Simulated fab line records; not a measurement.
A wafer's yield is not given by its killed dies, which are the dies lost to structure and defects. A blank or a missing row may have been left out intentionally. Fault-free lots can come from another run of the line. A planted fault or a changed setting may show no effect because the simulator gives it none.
Which tool was responsible?	flow gf180mcu	Sampling: 11 lots, 33 wafers, 6 of 602 route steps

WHAT THE GAUGES READ, wafer by wafer
GF_M3_RS_MEAS_05: uses a four-point probe to measure.
lot	measured	on	M3_ALCU_RS (ohm/sq)
L182	day 22 02:21	film metro-01	0.0699 0.0702 0.0696
L183	day 23 01:04	film metro-02	0.0698 0.0700 0.0702
L185	day 23 04:34	film metro-02	0.0699 0.0698 0.0699
L186	day 23 09:49	film metro-04	0.0695 0.0699 0.0701
L187	day 23 15:28	film metro-02	0.0701 0.0699 0.0706
L189	day 24 08:46	film metro-04	0.0692 0.0691 0.0696
L195	day 26 04:28	film metro-01	0.0701 0.0697 0.0701
L198	day 27 05:20	film metro-01	0.0698 0.0685 0.0698
L199	day 27 11:17	film metro-01	0.0699 0.0685 0.0694
L200	day 27 15:53	film metro-04	0.0697 0.0702 0.0701
L201	day 28 03:21	film metro-04	0.0691 0.0681 0.0685

GF_V3_THK_MEAS_03.
lot	measured	on	V3_CVD_02_THK (nm)
L182	day 23 02:50	film metro-03	849 846 872
L183	day 24 01:08	film metro-01	845 860 850
L185	day 24 03:32	film metro-03	864 869 882
L186	day 24 09:12	film metro-02	335 848 863 335 849 863
L187	day 24 14:04	film metro-03	328 846 851 328 845 851
L189	day 25 07:13	film metro-02	871 858 865
L195	day 27 02:11	film metro-03	850 865 886
L198	day 28 02:09	film metro-03	852 854 872
L199	day 28 07:55	film metro-01	860 849 862
L200	day 28 12:13	film metro-03	861 880 887
L201	day 28 23:43	film metro-02	849 855 871

GF_V3_CD_MEAS_14 targets a cd of 260 nm.
lot	measured	on	cd nm (nm)
L182	day 24 01:28	cd sem-01	260.0 258.6 260.2
L183	day 24 23:36	cd sem-01	257.1 256.5 257.9
L185	day 25 02:26	cd sem-01	259.9 260.2 259.1
L186	day 25 07:38	cd sem-01	260.9 260.9 259.5
L187	day 25 11:27	cd sem-01	259.9 259.4 260.8
L189	day 26 05:02	cd sem-01	258.7 260.6 259.6
L195	day 27 22:29	cd sem-02	259.1 260.0 259.5
L198	day 28 21:46	cd sem-02	260.4 258.6 258.9
L199	day 29 04:35	cd sem-02	260.5 259.7 259.6
L200	day 29 07:50	cd sem-01	258.6 259.0 259.4
L201	day 29 19:08	cd sem-02	261.0 261.4 261.7

EACH LOT AND THE TOOL THAT RAN IT (in order: tool; ch and the chambers of the sampled wafers; start)
lot	GF_V2_SPUTTER_21	GF_V3_CVD_02	GF_V3_CMP_04
L182	pvd sputter-02, day 22 01:25	pecvd-01 ch 1,2, day 23 02:46	cmp-02 ch 0,2,3, day 23 02:56
L183	pvd sputter-02, day 23 00:02	pecvd-01 ch 0,1,2, day 24 01:05	cmp-02 ch 0,1,2, day 24 01:15
L185	pvd sputter-02, day 23 03:30	pecvd-03 ch 1,2, day 24 03:27	cmp-01 ch 0,2, day 24 03:35
L186	pvd sputter-02, day 23 08:55	pecvd-01 ch 0,1, day 24 09:05	cmp-01 ch 1,2, day 24 10:11
L187	pvd sputter-03, day 23 14:31	pecvd-01 ch 1,2, day 24 13:59	cmp-02 ch 1,2, day 24 23:21
L189	pvd sputter-03, day 24 07:49	pecvd-04 ch 0,1, day 25 07:08	cmp-01 ch 2,3, day 25 07:23
L195	pvd sputter-04, day 26 03:34	pecvd-03 ch 0,2, day 27 02:07	cmp-02 ch 1,2,3, day 27 02:14
L198	pvd sputter-02, day 27 04:23	pecvd-03 ch 1,2, day 28 02:04	cmp-02 ch 0,2, day 28 02:12
L199	pvd sputter-03, day 27 10:21	pecvd-01 ch 0,1,2, day 28 07:50	cmp-01 ch 2,3, day 28 07:58
L200	pvd sputter-03, day 27 14:56	pecvd-03 ch 0,1,2, day 28 12:08	cmp-01 ch 0,1, day 28 12:16
L201	pvd sputter-04, day 28 02:18	pecvd-01 ch 0,1,2, day 28 23:38	cmp-02 ch 0,1,2, day 28 23:46
- GF_V2_SPUTTER_21: material Ti, target thk 15 nm, time 80.02 s.
- GF_V3_CVD_02: deposits SiO2 from TEOS, target thk 850 nm, time 96.24 s.
- GF_V3_CMP_04: polishes SiO2.

AS READ BY THE TOOLS THEMSELVES (means over the sampled wafers that have a number; for cases with no such wafer, the mark the record gives instead)
GF_V2_SPUTTER_21.
lot	tool	throttle valve pct (%)
L182	pvd sputter-02	29.6
L183	pvd sputter-02	29.1
L185	pvd sputter-02	29.2
L186	pvd sputter-02	29.5
L187	pvd sputter-03	29.1
L189	pvd sputter-03	29.3
L195	pvd sputter-04	30.8
L198	pvd sputter-02	29.5
L199	pvd sputter-03	29.3
L200	pvd sputter-03	28.9
L201	pvd sputter-04	30.2

GF_V3_CVD_02.
lot	tool	heater power w (W)
L182	pecvd-01	811
L183	pecvd-01	765
L185	pecvd-03	692
L186	pecvd-01	771
L187	pecvd-01	746
L189	pecvd-04	675
L195	pecvd-03	647
L198	pecvd-03	694
L199	pecvd-01	783
L200	pecvd-03	655
L201	pecvd-01	823

GF_V3_CMP_04.
lot	tool	motor current A (A)	slurry flow ml min	time to endpoint s (s)
L182	cmp-02	12.2	150.1	84
L183	cmp-02	11.9	150.2	83
L185	cmp-01	12.3	150.2	88
L186	cmp-01	11.0	149.9	60
L187	cmp-02	11.4	149.8	67
L189	cmp-01	12.4	150.4	87
L195	cmp-02	11.3	149.6	84
L198	cmp-02	12.5	149.4	86
L199	cmp-01	12.0	150.2	78
L200	cmp-01	10.6	150.1	91
L201	cmp-02	12.0	149.6	90

THE ANSWER, worked out from the rows above alone
Rule: the usual values come from the lots themselves. The widest of any qualifying gaps counts: lots, ordered by their means at a reading, are off when they make up no more than a third of the lots, leave a main group of 4 or more, and stand apart from it by 3 or more times the standard deviation of that group's means. The tables above print the reading to a certain number of digits; a main group whose means all agree to those digits is not used. A lot without any number at a reading at which 4 lots or more have one is off too. Any other lot the step has rows for is counted as sound. The gauges are gone through in route order, then the tools' own readings, and for those a lot's mean is taken as printed above. At the first step where some lot is off, the reading lying furthest off is the one used; lots without a number count as furthest.
Off: L186, L187, seen at GF_V3_THK_MEAS_03 (V3_CVD_02_THK). Mean 862 nm and standard deviation 7.5 in the main group.
If a tool, at a process step before that reading, ran all the lots that are off and no sound lot after the first of them, it fits. The gauges at GF_V3_THK_MEAS_03 are tried like those tools. No candidate that was tried fits.

WHAT THE SIMULATOR HAD PUT IN
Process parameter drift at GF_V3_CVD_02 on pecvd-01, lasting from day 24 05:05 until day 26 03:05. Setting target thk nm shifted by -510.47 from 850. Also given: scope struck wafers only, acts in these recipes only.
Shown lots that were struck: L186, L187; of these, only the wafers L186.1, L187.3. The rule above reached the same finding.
